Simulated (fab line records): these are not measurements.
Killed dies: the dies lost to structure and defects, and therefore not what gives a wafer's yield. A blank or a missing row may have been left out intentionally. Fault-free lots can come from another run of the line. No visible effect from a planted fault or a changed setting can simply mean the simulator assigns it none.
Which of the tools did it? -- flow sky130 -- Sampling: 6 lots, 18 wafers, 2 of 708 route steps

## WHAT EACH GAUGE READ, for each wafer
SKY_CAP2M_RS_MEAS_03: measurement is done with a four-point probe.
lot,measured,on,CAP2M_TIN_RS (ohm/sq)
L465,day 40 00:01,film-metro-04,7.00 6.99 7.03
L466,day 41 02:16,film-metro-04,7.10 7.27 7.12
L470,day 41 17:35,film-metro-02,6.86 6.82 6.87
L474,day 43 06:12,film-metro-02,6.75 6.81 6.85
L480,day 44 20:13,film-metro-03,7.13 7.12 6.98
L482,day 45 09:13,film-metro-04,6.95 6.79 6.79

## WHAT TOOL EACH LOT RAN ON (gives the tool, then ch and the chambers of the sampled wafers, and finally the start)
lot,SKY_CAP2M_CVD_00
L465,"pecvd-03 ch 0,1,2, day 39 23:49"
L466,"pecvd-01 ch 0,1,2, day 41 02:01"
L470,"pecvd-01 ch 0,2, day 41 17:23"
L474,"pecvd-01 ch 0,1,2, day 43 05:58"
L480,"pecvd-01 ch 0,1,2, day 44 20:01"
L482,"pecvd-02 ch 0,2, day 45 09:02"
- SKY_CAP2M_CVD_00: deposits SiO2, target thk 15.5 nm.

## THE ANSWER, worked out from the rows above alone
Rule: usual is defined by the lots themselves. Put in order of their means at a reading, lots are off if they are a third of the lots or fewer, leave a main group of 4 or more, and stand apart from it by a gap of 3 or more times the standard deviation of the main group's means; of several such gaps the widest counts. The tables above print the reading to a certain number of digits; a main group whose means all agree to those digits is not used. Also off: a lot with no number at a reading for which 4 or more lots have one. The other lots that the step has rows for count as sound.
None of the lots is off at any reading shown; this tells nothing.

## WHAT HAD BEEN PUT IN BY THE SIMULATOR
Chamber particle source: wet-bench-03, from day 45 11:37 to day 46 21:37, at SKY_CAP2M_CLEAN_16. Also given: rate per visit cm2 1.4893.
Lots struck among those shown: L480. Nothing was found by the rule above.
